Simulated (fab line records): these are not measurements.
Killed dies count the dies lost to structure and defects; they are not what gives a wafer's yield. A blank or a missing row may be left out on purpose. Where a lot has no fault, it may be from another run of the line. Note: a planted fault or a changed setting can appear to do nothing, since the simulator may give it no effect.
Comparing a struck lot with a sound one | flow sky130 | 14 steps out of a route of 708
Sound: wafers L124.1, L124.2, L124.4. Wafers struck: L112.2, L112.3, L112.4. The cause is given at the end.
Per side, at each step with rows, come the tool, then ch with its chambers, and then its first start. Under that, the readings that differ: sound wafers | struck wafers | difference of the means | sigmas: that difference in standard deviations of wafers without a fault.
alike: readings whose means differ by less than 2 such deviations, and words and numbers that are the same on both sides. not compared: withheld readings, readings that some wafer has no value for, bounds like >300 that may hide the same value, and numbers for which the record gives no deviation and whose values overlap.
A row with sigmas, a row that says differs or no value, or rows on one side alone: a step with any of these is where the two part. Numbers that don't overlap but have no deviation are shown without sigmas and don't part them. Lack of a reading on every wafer of one side parts them only where that side has two or more wafers.

first, 2 steps without rows for these wafers: SKY_VIA4_PEB_09; SKY_VIA4_DEVELOP_10 (develop time 60 s).
SKY_VIA4_OVL_MEAS_11:
  struck on overlay-02, day 44 12:53; sound on overlay-01, day 47 12:05
  alike: VIA4_OVL
SKY_VIA4_ETCH_12: etches SiO2 in C4F8/O2/Ar, stops on TiN, target depth 580 nm.
  sound on rieDiel-04 ch 0,1,3, day 47 12:07; struck on rieDiel-02 ch 1,2,3, day 44 12:55
  alike: oesProductAu, rfFwdPowerW
SKY_VIA4_STRIP_13: strips in O2/N2.
  sound on plasmaAsher-02 ch 0,1, day 47 12:11; struck on plasmaAsher-02 ch 0,1, day 44 12:59
  alike: drypumpMotorCurrentA, oesProductAu, stripTimeToEndpointS
  not compared: rfHoursCounterH
then, 3 steps without rows for these wafers: SKY_VIA4_STRIP_14 (strips in post etch residue remover, time 1200 s); SKY_VIA4_CLEAN_15 (cleans in IPA, time 180 s); SKY_VIA4_CLEAN_16 (cleans in O3/DIW).
SKY_VIA4_SPUTTER_17: material TiN, target thk 20 nm, time 80 s.
  struck on pvdSputter-03, day 44 13:41; sound on pvdSputter-02, day 47 12:47
  alike: throttleValvePct
SKY_VIA4_CVD_18: deposits W, target thk 505 nm, time 152.14 s.
  sound on cvdW-01 ch 0,1, day 47 12:51; struck on cvdW-01 ch 0,1, day 44 13:45
  alike: heaterPowerOuterW, heaterPowerW
SKY_VIA4_RS_MEAS_19: measurement is done with a four-point probe.
  struck on filmMetro-02, day 44 13:55; sound on filmMetro-01, day 47 13:00
  alike: VIA4_W_RS
SKY_VIA4_THK_MEAS_20: measures by xrf.
  struck on filmMetro-02, day 44 14:02; sound on filmMetro-01, day 47 13:07
  alike: VIA4_W_THK
SKY_VIA4_CMP_21: polishes, stops on SiO2, t overpolish 25 s, target thk 0 nm.
  sound on cmp-01 ch 1,2,3, day 47 13:11; struck on cmp-02 ch 1,2,3, day 44 14:10
  no value came back on the struck wafers for any of 6 readings (edgeZonePressureFrac, headPressurePsi (psi) and others); on the sound wafers edgeZonePressureFrac reads 0.997 1.005 1.008
reading                                 | sound             | struck            | difference | sigmas
model.W_of_VIA4_CVD_18.thkNm (nm)       | 0 0 0             | 515.5 502.5 513   | +510.3     | 
model.SiO2_of_VIA4_HDPCVD_00.thkNm (nm) | 575.2 574.2 574.1 | 578.8 579.2 579.1 | +4.5       | 
-- the record jumps here: 3 days lie between the struck wafers' starts before and after (it left off in module VIA4 and takes up again in module PAD_OPEN, whose first step shown is number 708 of the route) --
SKY_PAD_OPEN_PROBE_99:
  struck on prober-01, day 47 08:17; sound on prober-02, day 50 00:05
reading                  | sound          | struck         | difference | sigmas
defectLimitedYield (%)   | 84.1 80.9 84.3 | 0 0 0          | -83        | -46
killed_at_M4_up          | 3 2 1          | 414 421 412    | +414       | +99 or more
killedDies               | 78 94 77       | 492 492 492    | +409       | +45
killedOnRim              | 18 18 10       | 96 96 96       | +81        | +24
sort_bin_3_pad_short (%) | 0.8 0.8 1.4    | 85.0 86.0 84.6 | +84.2      | +99 or more
sortNPass                | 414 398 415    | 0 0 0          | -409       | -45
sortYieldPct (%)         | 84.1 80.9 84.3 | 0 0 0          | -83        | -46
  alike: killed_at_M0_to_M3, killedAtContacts, killedAtFrontEnd, killedAtOther, killedOpen, killedShort, sort_bin_5_function, sort_bin_6_memory

== WHERE THEY PART ==
First at SKY_VIA4_CMP_21; last, within this record, at SKY_PAD_OPEN_PROBE_99.

WHY: whatever the simulator had introduced
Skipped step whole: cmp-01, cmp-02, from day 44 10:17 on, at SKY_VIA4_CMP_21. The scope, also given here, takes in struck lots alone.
